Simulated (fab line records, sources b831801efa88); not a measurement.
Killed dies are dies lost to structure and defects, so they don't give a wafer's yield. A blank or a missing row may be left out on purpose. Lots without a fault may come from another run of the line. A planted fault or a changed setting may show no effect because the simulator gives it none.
fab line records | flow sky130
record lots=6 wafers=18 last_day=49
route steps=708 shown POLY_GATE@218 PAD_OPEN@708
lots that met no fault: from a run of the same line without faults
start_h: hours from the record's first day to the start of the lot's first wafer shown | wait_h: hours since the lot's step before | " the same as in the row above | L1.1+2: a row that stands for several wafers | - no value, or no start given | * or withheld: withheld | < > ~ a bound
route shown NAME@n: a module of which the file shows steps, and the number in the route of the first | usual: mean/standard deviation of fault-free wafers | same: alike in all rows | chamber/n: place in a boat | sites: the reading at each site | _std_site: their standard deviation | _edge_site: outer sites' mean less inner sites' | radius_mm: how far each site lies from the wafer's centre | mask NAME#n: copy n | behind: the tool/chamber that last shaped the wafer | hold: why the lot was held/for how many hours/how that ended | device: the transistor (n, p or np) that didn't switch | end of line: the same wafers' tests at the end of the route | a step without rows: its recipe alone | killed: dies lost to structure and defects at the first sort, not the wafer's yield | map: a wafer's dies, x killed, . not, _ none there
set.NAME: the setting as run; set.NAME@STEP: as run at that earlier step | model.NAME: the simulator's own value behind a step, which no gauge read
lots at some steps of the route; a table a step, a row a wafer
services: from which hour (start_h, from the record's first day; less than 0 if before it) a tool's chamber was out of use, for how many hours, and why
## steps
# step SKY_POLY_GATE_THK_MEAS_04
# recipe reads=Si3N4_of_POLY_GATE_CVD_03
# usual POLY_GATE_CVD_03_THK=75.0/0.76
# columns lot.wafer tool chamber start_h wait_h POLY_GATE_CVD_03_THK[nm]
L756.2 film_metro-03 - 331.10 0.0 74.7
L756.3 " - " " 74.6
L756.5 " - " " 74.4
L758.3 film_metro-01 - 355.12 0.0 74.6
L758.5 " - " " 74.6
L758.6 " - " " 74.5
L761.3 film_metro-04 - 386.02 0.0 73.9
L761.4 " - " " 73.9
L761.5 " - " " 74.9
L762.1 film_metro-01 - 401.75 0.3 75.6
L762.2 " - " " 75.1
L762.6 " - " " 75.6
L763.2 film_metro-03 - 406.95 0.0 74.0
L763.4 " - " " 74.1
L763.6 " - " " 74.7
L775.2 film_metro-04 - 509.85 0.0 75.1
L775.3 " - " " 74.5
L775.6 " - " " 74.9
# step SKY_POLY_GATE_DEHYDRATE_05
# recipe temp_c=200 time_s=60
# step SKY_POLY_GATE_HMDS_06
# recipe prime_time_s=60 prime_temp_c=120
# step SKY_POLY_GATE_COAT_07
# recipe resist=BARC temp_c=withheld time_s=withheld spin_rpm=3000 resist_thk_nm=110
# step SKY_POLY_GATE_COAT_08
# recipe resist=KrF-thick spin_rpm=3000 resist_thk_nm=450
# step SKY_POLY_GATE_SOFTBAKE_09
# recipe temp_c=100 time_s=90 resist=KrF-thick
# step SKY_POLY_GATE_EXPOSE_10
# recipe mask_id=P1M na=0.68 source_shape=conventional sigma_outer=0.6 target_cd_nm=150 dose_mj=28
# step SKY_POLY_GATE_PEB_11
# recipe peb_temp_c=withheld peb_time_s=withheld resist=KrF-thick
# step SKY_POLY_GATE_DEVELOP_12
# recipe develop_time_s=60 resist=KrF-thick dev_temp_c=21
# step SKY_POLY_GATE_CD_MEAS_13
# recipe target_cd_nm=150
# usual cd_nm=149.7/1.5
# columns lot.wafer tool chamber start_h wait_h cd_nm
L756.2 cd_sem-01 - 359.04 - 150.1
L756.3 " - " " 151.0
L756.5 " - " " 151.3
L758.3 cd_sem-01 - 384.42 - 147.6
L758.5 " - " " 148.0
L758.6 " - " " 148.9
L761.3 cd_sem-01 - 414.91 - 148.1
L761.4 " - " " 149.5
L761.5 " - " " 149.4
L762.1 cd_sem-02 - 431.07 - 151.1
L762.2 " - " " 149.9
L762.6 " - " " 148.7
L763.2 cd_sem-01 - 437.50 - 149.2
L763.4 " - " " 148.3
L763.6 " - " " 149.9
L775.2 cd_sem-02 - 539.60 - 149.3
L775.3 " - " " 148.7
L775.6 " - " " 150.4
# step SKY_POLY_GATE_OVL_MEAS_14
# usual POLY_GATE_OVL=1/4.3
# columns lot.wafer tool chamber start_h wait_h POLY_GATE_OVL[nm]
L756.2 overlay-02 - 359.15 0.1 6
L756.3 " - " " -4
L756.5 " - " " 0
L758.3 overlay-01 - 384.52 0.1 -2
L758.5 " - " " 2
L758.6 " - " " -5
L761.3 overlay-02 - 415.01 0.1 7
L761.4 " - " " 1
L761.5 " - " " 5
L762.1 overlay-01 - 431.19 0.1 7
L762.2 " - " " 5
L762.6 " - " " 8
L763.2 overlay-01 - 437.61 0.1 1
L763.4 " - " " 4
L763.6 " - " " 8
L775.2 overlay-02 - 539.71 0.1 1
L775.3 " - " " -1
L775.6 " - " " 4
# step SKY_POLY_GATE_ETCH_15
# recipe chemistry=N2/H2 target=BARC ion_energy_ev=200 source_w=500 bias_w=100 pressure_mtorr=30 n2_flow_sccm=100 h2_flow_sccm=200 stop_on=SiO2 time_s=118.5 target_depth_a=1100
# usual bias_w=99.99/0.28 drypump_motor_current_A=5.6/0.42 oes_product_au=0.717/0.0041 rf_fwd_power_W=497.4/1.5 throttle_valve_pct=13.213/0.0087
# columns lot.wafer tool chamber start_h wait_h bias_w drypump_motor_current_A oes_product_au rf_fwd_power_W rf_hours_counter_h throttle_valve_pct
L756.2 rie_diel-01 2 359.18 0.0 100.42 5.9 0.712 497.9 1 13.219
L756.3 " 0 " " 99.54 5.0 0.711 499.2 3 13.198
L756.5 " 3 " " 100.35 5.5 0.722 499.0 - 13.207
L758.3 rie_diel-01 0 384.54 0.0 100.07 4.9 0.709 495.1 3 13.217
L758.5 " 2 " " 99.87 5.8 0.714 499.2 - 13.220
L758.6 " 3 " " 100.02 5.5 0.717 498.3 - 13.221
L761.3 rie_diel-01 2 415.03 0.0 99.84 5.9 0.720 494.3 2 13.208
L761.4 " 1 " " 100.32 5.5 0.719 498.0 4 13.214
L761.5 " 0 " " 100.00 5.0 0.721 496.1 - 13.224
L762.1 rie_diel-01 1 431.23 0.0 99.97 5.5 0.710 499.4 4 13.221
L762.2 " 0 " " 99.90 5.0 0.715 498.3 4 13.198
L762.6 " 0 " " 99.67 5.0 0.717 498.8 - 13.216
L763.2 rie_diel-04 1 437.64 0.0 99.54 6.2 0.715 497.1 59 13.198
L763.4 " 3 " " 99.60 5.1 0.719 496.5 9 13.210
L763.6 " 0 " " 100.02 5.1 0.718 495.2 - 13.205
L775.2 rie_diel-02 3 539.74 0.0 100.06 5.3 0.716 498.7 31 13.211
L775.3 " 1 " " 99.50 5.8 0.722 497.7 71 13.214
L775.6 " 3 " " 100.15 5.4 0.722 500.5 - 13.224
# step SKY_POLY_GATE_ETCH_16
# recipe stop_on=poly-Si chemistry=CH3F/O2 target=Si3N4 source_w=400 bias_w=80 pressure_mtorr=25 ch3f_flow_sccm=40 O2_flow_sccm=30 time_s=147.5 target_depth_a=750
# usual bias_w=80.01/0.24 drypump_motor_current_A=5.6/0.41 oes_product_au=0.641/0.005 rf_fwd_power_W=398.0/1.3 throttle_valve_pct=10.535/0.009
# columns lot.wafer tool chamber start_h wait_h bias_w drypump_motor_current_A oes_product_au rf_fwd_power_W rf_hours_counter_h throttle_valve_pct model.KrF-thick_of_POLY_GATE_COAT_08.thk_nm model.poly-Si_of_POLY_GATE_CVD_00.thk_nm
L756.2 rie_diel-01 2 359.26 0.0 79.97 5.8 0.644 397.5 1 10.512 233.6 176.7
L756.3 " 0 " " 79.89 4.9 0.636 397.9 3 10.526 234.4 180.2
L756.5 " 3 " " 80.32 5.5 0.643 397.9 - 10.554 234.1 178.4
L758.3 rie_diel-01 0 384.62 0.0 79.95 4.9 0.641 397.7 3 10.533 231.1 183.6
L758.5 " 2 " " 80.34 5.8 0.636 397.9 - 10.518 234.2 181.4
L758.6 " 3 " " 79.90 5.5 0.644 397.1 - 10.531 234.8 182.3
L761.3 rie_diel-01 2 415.11 0.0 104.85 5.8 0.640 397.7 2 10.538 218.3 175.1
L761.4 " 1 " " 105.36 5.5 0.636 396.5 4 10.534 221.5 174.5
L761.5 " 0 " " 104.83 5.0 0.635 397.8 - 10.540 216.5 175.2
L762.1 rie_diel-01 1 431.31 0.0 104.93 5.5 0.648 397.9 4 10.542 224.4 177.8
L762.2 " 0 " " 104.88 4.9 0.643 398.2 4 10.535 217 176.5
L762.6 " 0 " " 104.35 4.9 0.641 399.5 - 10.529 215.4 175.9
L763.2 rie_diel-04 1 437.72 0.0 80.20 6.1 0.635 397.9 59 10.538 239.7 181.3
L763.4 " 3 " " 80.21 5.1 0.638 396.9 9 10.555 238.5 180.5
L763.6 " 0 " " 80.13 5.1 0.639 396.8 - 10.542 227.7 180
L775.2 rie_diel-02 3 539.82 0.0 80.17 5.3 0.637 397.6 31 10.537 233.3 178.7
L775.3 " 1 " " 80.36 5.8 0.643 398.0 71 10.537 233.3 179.7
L775.6 " 3 " " 80.31 5.4 0.638 398.1 - 10.528 229.8 179.1
# step SKY_POLY_GATE_ETCH_17
# recipe target_depth_nm=180 stop_on=SiO2 over_etch_frac=0.56667 chemistry=HBr/Cl2 target=poly-Si icp_w=400 bias_w=100 pressure_mtorr=10 HBr_flow_sccm=150 Cl2_flow_sccm=50 time_s=70.5
# usual bias_w=100.0/0.31 drypump_motor_current_A=5.7/0.46 he_backside_leak_sccm=2.55/0.26 oes_product_au=0.989/0.0081 rf_fwd_power_W=396.9/1.3 throttle_valve_pct=33.684/0.0087
# columns lot.wafer tool chamber start_h wait_h bias_w drypump_motor_current_A he_backside_leak_sccm oes_product_au rf_fwd_power_W rf_hours_counter_h throttle_valve_pct model.KrF-thick_of_POLY_GATE_COAT_08.thk_nm
L756.2 rie_si-01 1 359.36 0.0 100.3 5.8 2.29 0.975 396.0 2 33.701 139.6
L756.3 " 2 " " 100.2 6.5 2.68 0.999 396.5 19 33.692 137.3
L756.5 " 0 " " 99.8 5.6 2.85 0.984 398.8 - 33.697 139.7
L758.3 rie_si-02 2 384.72 0.0 99.5 5.6 2.98 0.998 396.5 3 33.687 136.1
L758.5 " 1 " " 100.1 6.1 2.41 0.988 397.7 - 33.684 140.9
L758.6 " 0 " " 99.7 5.9 2.43 0.979 395.8 - 33.686 142.9
L761.3 rie_si-01 1 415.21 0.0 100.1 5.8 2.32 0.974 396.9 3 33.692 121.6
L761.4 " 2 " " 100.0 6.4 2.49 0.975 395.7 20 33.689 124.1
L761.5 " 3 " " 100.1 5.3 2.40 0.984 395.5 - 33.669 118.8
L762.1 rie_si-01 3 431.41 0.0 100.2 5.4 2.31 0.983 396.0 6 33.678 126.7
L762.2 " 0 " " 100.1 5.6 2.89 0.979 395.5 3 33.679 121.9
L762.6 " 0 " " 100.0 5.6 2.86 0.975 397.1 - 33.693 120.4
L763.2 rie_si-01 1 437.82 0.0 100.6 5.8 2.31 0.994 396.8 3 33.694 141.9
L763.4 " 2 " " 100.5 6.5 2.38 0.995 397.3 20 33.689 140.3
L763.6 " 2 " " 100.4 6.5 2.25 1.003 397.0 - 33.681 128.2
L775.2 rie_si-01 1 539.92 0.0 100.0 5.8 2.25 0.985 397.2 3 33.693 139.1
L775.3 " 3 " " 100.2 5.3 2.33 1.001 394.8 7 33.681 136.2
L775.6 " 0 " " 100.3 5.6 2.82 0.983 399.9 - 33.679 134.9
# step SKY_POLY_GATE_STRIP_18
# recipe chemistry=O2/N2 power_w=1400 pressure_mtorr=1500 platen_temp_c=withheld o2_flow_sccm=3000 n2_flow_sccm=300 overash_fraction=0.5
# usual drypump_motor_current_A=5.9/0.52 oes_product_au=0.360/0.0051 strip_time_to_endpoint_s=3.14/0.058
# columns lot.wafer tool chamber start_h wait_h drypump_motor_current_A oes_product_au rf_hours_counter_h strip_time_to_endpoint_s
L756.2 plasma_asher-02 1 359.41 0.0 5.9 0.351 22 3.17
L756.3 " 1 " " 5.9 0.365 - 3.14
L756.5 " 1 " " 5.8 0.362 - 3.17
L758.3 plasma_asher-03 0 384.81 0.1 5.8 0.355 - 3.12
L758.5 " 0 " " 5.8 0.358 - 3.18
L758.6 " 1 " " 5.3 0.359 - 3.19
L761.3 plasma_asher-04 0 415.30 0.1 6.8 0.344 - 2.94
L761.4 " 1 " " 5.3 0.354 - 3.01
L761.5 " 1 " " 5.2 0.350 - 2.93
L762.1 plasma_asher-03 0 431.47 0.0 5.8 0.357 72 3.03
L762.2 " 1 " " 5.3 0.355 72 2.98
L762.6 " 0 " " 5.8 0.347 - 2.95
L763.2 plasma_asher-02 1 437.88 0.0 5.9 0.364 29 3.19
L763.4 " 1 " " 5.8 0.362 - 3.17
L763.6 " 0 " " 6.3 0.356 - 3.03
L775.2 plasma_asher-04 1 539.98 0.0 5.3 0.353 74 3.16
L775.3 " 0 " " 6.8 0.362 - 3.12
L775.6 " 1 " " 5.3 0.361 - 3.11
# step SKY_POLY_GATE_CLEAN_19
# recipe chemistry=SC1/SC2 mix=1:4:20 temp_c=70 time_s=150 dry=n2_spin
# step SKY_PAD_OPEN_PROBE_99
# usual killed_at_M0_to_M3=43/6.6 killed_at_M4_up=3.2/1.9 killed_at_contacts=25/5.3 killed_at_front_end=16/4.5 killed_at_other=0.3/0.63 killed_dies=87/8.9 killed_open=48/7.9 killed_short=39/5.3
# same gross_dies=492 killed_at_back_side=0
# columns lot.wafer tool chamber start_h wait_h killed_at_M0_to_M3 killed_at_M4_up killed_at_contacts killed_at_front_end killed_at_other killed_dies killed_open killed_short
L756.2 prober-01 - 1064.99 0.1 41 7 19 9 0 76 38 38
L756.3 prober-01 - 1065.04 0.2 40 0 28 16 0 84 42 42
L756.5 prober-01 - 1065.14 0.2 46 4 26 14 2 92 51 40
L758.3 prober-01 - 1088.09 0.2 50 1 25 20 0 96 56 38
L758.5 prober-01 - 1088.19 0.2 40 5 35 23 0 103 53 49
L758.6 prober-01 - 1088.24 0.2 35 7 31 16 0 89 44 44
L761.3 prober-02 - 1107.49 0.2 48 3 28 11 0 90 56 34
L761.4 prober-02 - 1107.54 0.2 58 4 30 10 0 102 60 42
L761.5 prober-02 - 1107.59 0.2 52 1 20 12 0 85 49 36
L762.1 prober-01 - 1117.74 0.1 47 4 31 10 0 92 58 33
L762.2 prober-01 - 1117.79 0.1 50 2 20 19 0 91 54 37
L762.6 prober-01 - 1117.99 0.2 46 1 26 8 1 82 46 35
L763.2 prober-02 - 1118.12 0.1 35 0 23 14 4 76 46 30
L763.4 prober-02 - 1118.22 0.2 40 5 27 9 2 83 46 37
L763.6 prober-02 - 1118.32 0.2 50 7 22 6 0 85 57 28
L775.2 prober-02 - 1180.03 0.1 45 2 23 14 0 84 56 28
L775.3 prober-02 - 1180.08 0.2 47 1 27 18 0 93 45 48
L775.6 prober-02 - 1180.23 0.2 32 1 27 16 0 76 37 38
# killed by level:class
L756.2 VIA1:geometric_particle:open=12 METAL1:geometric_particle:short=10 LI_CONTACT:geometric_particle:open=6 METAL2:geometric_particle:short=6 METAL4:geometric_particle:short=6 CONTACT:geometric_particle:open=5 VIA3:geometric_particle:open=5 LOCAL_INTERCONNECT:geometric_particle:short=3
L756.3 VIA1:geometric_particle:short=8 VIA3:geometric_particle:open=8 VIA1:geometric_particle:open=7 LI_CONTACT:geometric_particle:open=7 LOCAL_INTERCONNECT:geometric_particle:short=6 LI_CONTACT:geometric_particle:short=6 CONTACT:geometric_particle:open=6 METAL1:geometric_particle:short=5
L756.5 VIA1:geometric_particle:open=10 FIELD_ISO:geometric_particle:open=8 LI_CONTACT:geometric_particle:open=8 METAL1:geometric_particle:short=8 CONTACT:geometric_particle:open=6 VIA1:geometric_particle:short=5 METAL2:geometric_particle:short=5 LI_CONTACT:geometric_particle:short=4
L758.3 CONTACT:geometric_particle:open=12 VIA1:geometric_particle:open=11 VIA2:geometric_particle:open=8 CONTACT:geometric_particle:short=7 VIA3:geometric_particle:open=7 POLY_GATE:geometric_particle:open=6 METAL1:geometric_particle:short=5 VIA1:geometric_particle:short=5
L758.5 VIA1:geometric_particle:open=14 CONTACT:geometric_particle:open=12 CONTACT:geometric_particle:short=8 LI_CONTACT:geometric_particle:open=7 METAL1:geometric_particle:short=6 POLY_GATE:geometric_particle:open=5 LOCAL_INTERCONNECT:geometric_particle:short=5 METAL4:geometric_particle:short=5
L758.6 CONTACT:geometric_particle:open=11 LI_CONTACT:geometric_particle:open=7 VIA1:geometric_particle:open=7 METAL1:geometric_particle:short=6 CONTACT:geometric_particle:short=5 VIA1:geometric_particle:short=5 METAL2:geometric_particle:short=5 VIA3:geometric_particle:open=5
L761.3 CONTACT:geometric_particle:open=13 VIA1:geometric_particle:open=12 VIA3:geometric_particle:open=10 LI_CONTACT:geometric_particle:open=9 METAL2:geometric_particle:short=6 VIA2:geometric_particle:open=5 VIA1:geometric_particle:short=5 FIELD_ISO:geometric_particle:short=3
L761.4 VIA1:geometric_particle:open=13 VIA2:geometric_particle:open=10 VIA3:geometric_particle:open=10 LI_CONTACT:geometric_particle:open=9 CONTACT:geometric_particle:open=9 VIA2:geometric_particle:short=7 METAL1:geometric_particle:short=6 VIA1:geometric_particle:short=5
L761.5 VIA1:geometric_particle:open=15 VIA2:geometric_particle:open=7 LI_CONTACT:geometric_particle:open=6 VIA3:geometric_particle:open=6 LI_CONTACT:geometric_particle:short=5 CONTACT:geometric_particle:open=5 VIA1:geometric_particle:short=5 POLY_GATE:geometric_particle:short=4
L762.1 CONTACT:geometric_particle:open=12 VIA1:geometric_particle:open=12 VIA3:geometric_particle:open=9 CONTACT:geometric_particle:short=6 LI_CONTACT:geometric_particle:open=6 VIA2:geometric_particle:open=6 METAL2:geometric_particle:short=4 LI_CONTACT:geometric_particle:short=4
L762.2 LI_CONTACT:geometric_particle:open=10 CONTACT:geometric_particle:open=9 VIA2:geometric_particle:open=9 VIA1:geometric_particle:open=8 VIA2:geometric_particle:short=7 VIA3:geometric_particle:open=7 FIELD_ISO:geometric_particle:open=6 METAL2:geometric_particle:short=6
L762.6 VIA1:geometric_particle:open=14 LI_CONTACT:geometric_particle:open=9 CONTACT:geometric_particle:open=6 LOCAL_INTERCONNECT:geometric_particle:short=5 METAL2:geometric_particle:short=5 METAL3:geometric_particle:short=5 VIA3:geometric_particle:short=4 VIA2:geometric_particle:open=4
L763.2 CONTACT:geometric_particle:open=12 VIA2:geometric_particle:open=8 VIA1:geometric_particle:open=7 LI_CONTACT:geometric_particle:open=6 VIA1:geometric_particle:short=5 POLY_GATE:geometric_particle:open=4 POLY_GATE:geometric_particle:short=4 METAL1:geometric_particle:short=4
L763.4 CONTACT:geometric_particle:open=12 VIA1:geometric_particle:open=8 LOCAL_INTERCONNECT:geometric_particle:short=6 VIA2:geometric_particle:open=5 LI_CONTACT:geometric_particle:open=4 METAL2:geometric_particle:open=4 METAL2:geometric_particle:short=4 METAL3:geometric_particle:short=4
L763.6 VIA2:geometric_particle:open=14 VIA1:geometric_particle:open=11 CONTACT:geometric_particle:open=8 LI_CONTACT:geometric_particle:open=6 METAL2:geometric_particle:short=5 VIA3:geometric_particle:open=5 METAL1:geometric_particle:short=4 VIA3:geometric_particle:short=4
L775.2 VIA1:geometric_particle:open=17 CONTACT:geometric_particle:open=10 VIA2:geometric_particle:open=8 LI_CONTACT:geometric_particle:open=6 METAL1:geometric_particle:short=5 VIA3:geometric_particle:open=5 POLY_GATE:geometric_particle:short=4 LOCAL_INTERCONNECT:geometric_particle:short=3
L775.3 VIA1:geometric_particle:open=12 VIA1:geometric_particle:short=8 CONTACT:geometric_particle:open=8 LI_CONTACT:geometric_particle:open=7 POLY_GATE:geometric_particle:short=7 METAL2:geometric_particle:short=6 LOCAL_INTERCONNECT:geometric_particle:short=5 METAL1:geometric_particle:short=5
L775.6 LI_CONTACT:geometric_particle:open=11 VIA3:geometric_particle:open=9 FIELD_ISO:geometric_particle:short=6 LOCAL_INTERCONNECT:geometric_particle:short=6 METAL2:geometric_particle:short=5 VIA1:geometric_particle:short=5 FIELD_ISO:geometric_particle:open=4 CONTACT:geometric_particle:open=4
## services
# columns tool chamber start_h hours kind
rie_si-01 3 337.39 5.8 repair
plasma_asher-02 - 354.59 2.8 pm
rie_diel-02 1 362.59 8.5 repair
rie_diel-01 - 362.92 0.9 repair
plasma_asher-03 - 366.31 15.6 pm
rie_diel-04 0 391.93 23.5 repair
rie_diel-01 2 396.11 4.6 repair
rie_diel-01 2 415.26 14.7 repair
rie_si-01 1 416.09 9.8 repair
plasma_asher-02 - 419.64 7.3 repair
rie_diel-04 0 420.48 13.2 repair
rie_diel-02 3 427.07 5.1 repair
rie_diel-04 1 442.87 7.0 repair
plasma_asher-03 - 452.97 1.3 repair
rie_diel-01 1 459.15 9.1 repair
rie_si-01 1 459.39 5.3 repair
plasma_asher-02 - 459.94 0.8 repair
plasma_asher-02 - 468.12 1.2 repair
plasma_asher-04 - 472.09 0.7 repair
rie_diel-02 0 479.63 3.1 repair
rie_diel-02 3 493.45 3.9 repair
rie_si-01 0 504.07 19.1 repair
rie_diel-01 - 523.76 2.8 pm
rie_diel-04 3 531.85 5.6 repair
## key
first_sign step=SKY_POLY_GATE_ETCH_16 reading=bias_w direction=up sigmas=99+ usual=80.01 struck=104.87
effect step=SKY_POLY_GATE_STRIP_18 reading=strip_time_to_endpoint_s direction=down sigmas=2.9 usual=* struck=*
model_effect step=SKY_POLY_GATE_ETCH_16 value=KrF-thick_of_POLY_GATE_COAT_08.thk_nm without=230.5 struck=218.8
model_effect step=SKY_POLY_GATE_ETCH_17 value=KrF-thick_of_POLY_GATE_COAT_08.thk_nm without=134 struck=122.3
met_at SKY_POLY_GATE_ETCH_16
struck_wafers L761.3,L761.4,L761.5,L762.1,L762.2,L762.6
tester_left_out L761,L762
onset_between 384.62 415.11
fault kind=process_parameter_drift tool=rie_diel-01 chamber=- onset_h=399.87 steps=SKY_POLY_GATE_ETCH_16 channel=bias_w offset=24.883 shape=step end_h=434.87 acts_in=these_recipes_only stated=80
# tester_left_out: of these lots the tester's yield and bins aren't shown, on N5 and GAA mostly nor the transistor test; their killed dies are dies lost to structure and defects alone, not to doping, threshold or leakage, so they don't give the yield
